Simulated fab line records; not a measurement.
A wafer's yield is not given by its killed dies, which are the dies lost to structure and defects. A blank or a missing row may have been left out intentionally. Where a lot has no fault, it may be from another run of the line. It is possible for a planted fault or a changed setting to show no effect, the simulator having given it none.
Struck lot and sound lot, side by side :: flow sky130 :: 44 steps out of a route of 708
Sound: these wafers, L757.1, L757.5, L757.6. Struck: wafer L772.2 (left out: L772.3, L772.5 of the same lot, which were not struck); the cause appears at the end.
Order at every step that has rows: each side's tool, ch and its chambers, its first start. Under that, the readings that differ: sound wafers :: struck wafers :: difference of the means :: sigmas: that difference in standard deviations of wafers without a fault.
alike: a reading whose means differ by less than 2 such deviations, as well as words and numbers matching on both sides. not compared: withheld readings; readings where some wafer has no value; bounds like >300 that might hide an equal value; numbers whose values overlap and for which the record gives no deviation.
The two part at a step that has a row with sigmas, a row that says differs or no value, or rows on one side only. Numbers that have no deviation but don't overlap get no sigmas and don't part them. A reading missing from all wafers of one side parts the sides only when that side holds two or more wafers.

first, 4 steps without rows for these wafers: SKY_VIA3_CLEAN_18 (cleans in IPA, time 180 s); SKY_VIA3_CLEAN_19 (cleans in O3/DIW); SKY_VIA3_SPUTTER_20 (material TiN, target thk 20 nm, time 80 s); SKY_VIA3_CVD_21 (deposits W, target thk 390 nm, time 117.31 s).
SKY_VIA3_RS_MEAS_22: measurement is done with a four-point probe.
  sound on filmMetro-02, day 39 10:55; struck on filmMetro-01, day 44 05:47
  alike: VIA3_W_RS
SKY_VIA3_THK_MEAS_23: measures by xrf.
  sound on filmMetro-02, day 39 11:02; struck on filmMetro-01, day 44 05:53
  alike: VIA3_W_THK
SKY_VIA3_CMP_24: polishes, stops on SiO2, t overpolish 20 s, target thk 0 nm.
  sound on cmp-01 ch 0,2,3, day 39 12:41; struck on cmp-01 ch 1, day 44 05:56
  alike: motorCurrentA, overpolishRunS, timeToEndpointS
SKY_METAL4_SPUTTER_00: material Ti, target thk 15 nm, time 10 s.
  sound on pvdSputter-03, day 39 12:50; struck on pvdSputter-03, day 44 06:14
  alike: throttleValvePct
SKY_METAL4_SPUTTER_01: material TiN, target thk 20 nm, time 16.7 s.
  sound on pvdSputter-03, day 39 12:52; struck on pvdSputter-03, day 44 06:16
  alike: throttleValvePct
then, 1 step without rows for these wafers: SKY_METAL4_SPUTTER_02 (material AlCu, target thk 735 nm, time 39.1 s).
SKY_METAL4_SPUTTER_03: material Ti, target thk 5 nm, time 3.3 s.
  sound on pvdSputter-03, day 39 12:56; struck on pvdSputter-03, day 44 06:20
  alike: throttleValvePct
then, 1 step without rows for these wafers: SKY_METAL4_SPUTTER_04 (material TiN, target thk 70 nm, time 58.3 s).
SKY_CAP2M_CVD_00: deposits SiO2, target thk 15.5 nm.
  sound on pecvd-04 ch 0,1, day 39 12:59; struck on pecvd-01 ch 1, day 44 06:23
reading: model.SiO2_of_CAP2M_CVD_00.thkNm (nm)
sound: 15.58 15.85 16.13
struck: 21.48
difference: +5.63
sigmas: 
  alike: heaterPowerW, rfFwdPowerW, susceptorTempC
SKY_CAP2M_THK_MEAS_01:
  sound on filmMetro-04, day 39 13:01; struck on filmMetro-03, day 44 06:26
reading: CAP2M_CVD_00_THK (nm)
sound: 15.56 15.81 16.12
struck: 21.48
difference: +5.65
sigmas: +26
then, 1 step without rows for these wafers: SKY_CAP2M_SPUTTER_02 (material TiN, target thk 200 nm, time 166.7 s).
SKY_CAP2M_RS_MEAS_03: measurement is done with a four-point probe.
  sound on filmMetro-03, day 39 13:11; struck on filmMetro-04, day 44 06:36
  alike: CAP2M_TIN_RS
SKY_CAP2M_THK_MEAS_04: measures by xrf.
  sound on filmMetro-03, day 39 13:19; struck on filmMetro-04, day 44 06:43
  alike: CAP2M_TIN_THK
then, 7 steps without rows for these wafers: SKY_CAP2M_DEHYDRATE_05 (time 60 s); SKY_CAP2M_HMDS_06 (prime time 60 s); SKY_CAP2M_COAT_07 (resist thk 1140 nm); SKY_CAP2M_SOFTBAKE_08 (time 58.67 s); SKY_CAP2M_EXPOSE_09 (exposes mask CAP2M, target cd 1000 nm); SKY_CAP2M_PEB_10; SKY_CAP2M_DEVELOP_11 (develop time 60 s).
SKY_CAP2M_OVL_MEAS_12:
  sound on overlay-01, day 40 13:22; struck on overlay-02, day 45 04:42
  alike: CAP2M_OVL
then, 13 steps without rows for these wafers: SKY_CAP2M_METAL_ETCH_13 (etches TiN in Cl2/BCl3, stops on SiO2, target depth 220 nm, time 62.9 s); SKY_CAP2M_STRIP_14 (strips in O2/N2); SKY_CAP2M_STRIP_15 (strips in post etch residue remover, time 1200 s); SKY_CAP2M_CLEAN_16 (cleans in IPA, time 180 s); SKY_CAP2M_CLEAN_17 (cleans in O3/DIW); SKY_METAL4_DEHYDRATE_05 (time 60 s); SKY_METAL4_HMDS_06 (prime time 60 s); SKY_METAL4_COAT_07 (resist thk 60 nm); SKY_METAL4_COAT_08 (resist thk 1140 nm); SKY_METAL4_SOFTBAKE_09 (time 90 s); SKY_METAL4_EXPOSE_10 (exposes mask MM4, target cd 300 nm); SKY_METAL4_PEB_11; SKY_METAL4_DEVELOP_12 (develop time 60 s).
SKY_METAL4_CD_MEAS_13 targets a cd of 300 nm.
  sound on cdSem-02, day 41 14:01; struck on cdSem-02, day 46 02:23
  alike: cdNm
SKY_METAL4_OVL_MEAS_14:
  sound on overlay-02, day 41 14:08; struck on overlay-02, day 46 02:29
  alike: METAL4_OVL
SKY_METAL4_DESCUM_15: chemistry O2, time 8 s.
  sound on rieMetal-01 ch 0, day 41 14:10; struck on rieMetal-01 ch 0, day 46 02:31
  alike: drypumpMotorCurrentA, oesProductAu, rfFwdPowerW
  not compared: rfHoursCounterH
then, 1 step without rows for these wafers: SKY_METAL4_ETCH_16 (etches BARC in N2/H2, stops on SiO2, time 88.2 s, target depth 60 nm).
SKY_METAL4_ETCH_17: etches SiO2 in C4F8/O2/Ar, stops on TiN, time 3.9 s, target depth 15 nm.
  sound on rieDiel-02 ch 0,1, day 41 14:26; struck on rieDiel-01 ch 2, day 46 02:39
reading: oesProductAu (a.u.)
sound: 0.753 0.759 0.771
struck: 0.899
difference: +0.138
sigmas: +20

reading: model.etch.depthNm (nm)
sound: 15.58 15.85 16.13
struck: 21.48
difference: +5.63
sigmas: 
  alike: rfFwdPowerW
  not compared: rfHoursCounterH
-- the record jumps here: 4 days lie between the struck wafers' starts before and after (it left off in module METAL4 and takes up again in module PAD_OPEN, whose first step shown is number 708 of the route) --
SKY_PAD_OPEN_PROBE_99:
  sound on prober-02, day 45 14:08; struck on prober-02, day 49 14:44
reading: killed_at_M4_up
sound: 2 1 0
struck: 9
difference: +8
sigmas: +4

reading: killedAtOther
sound: 1 3 1
struck: 0
difference: -2
sigmas: -3

reading: killedDies
sound: 81 86 64
struck: 97
difference: +20
sigmas: +2

reading: killedShort
sound: 27 31 29
struck: 45
difference: +16
sigmas: +2

reading: model.etest.tester.sortNPass
sound: 411 406 428
struck: 23
difference: -392
sigmas: 

reading: model.etest.tester.sortYieldPct (%)
sound: 83.54 82.52 86.99
struck: 4.675
difference: -79.675
sigmas: 

reading: model.etest.tester.sort_bin_5_pct (%)
sound: 9.756 9.959 6.911
struck: 87.6
difference: +78.7
sigmas: 

reading: model.etest.liconPdiff.rcOhm
sound: 596.7 603.2 599
struck: 549
difference: -51
sigmas: 

reading: model.etest.liconPoly.rcOhm
sound: 155.2 151 151.1
struck: 150.2
difference: -2.2
sigmas: 

reading: model.etest.capMim2.bvV (V)
sound: 14.31 14.51 14.53
struck: 19.35
difference: +4.90
sigmas: 

reading: model.etest.capMim2.leakLog10ACm2
sound: -9.039 -9.114 -9.11
struck: -10.27
difference: -1.18
sigmas: 
  alike: defectLimitedYield, killed_at_M0_to_M3, killedAtContacts, killedAtFrontEnd, killedOpen
  not compared: model.etest.liconNdiff.rcOhm

WHERE THEY PART
Last at SKY_PAD_OPEN_PROBE_99 as far as this record goes, first at SKY_CAP2M_THK_MEAS_01.

WHY: whatever the simulator had introduced
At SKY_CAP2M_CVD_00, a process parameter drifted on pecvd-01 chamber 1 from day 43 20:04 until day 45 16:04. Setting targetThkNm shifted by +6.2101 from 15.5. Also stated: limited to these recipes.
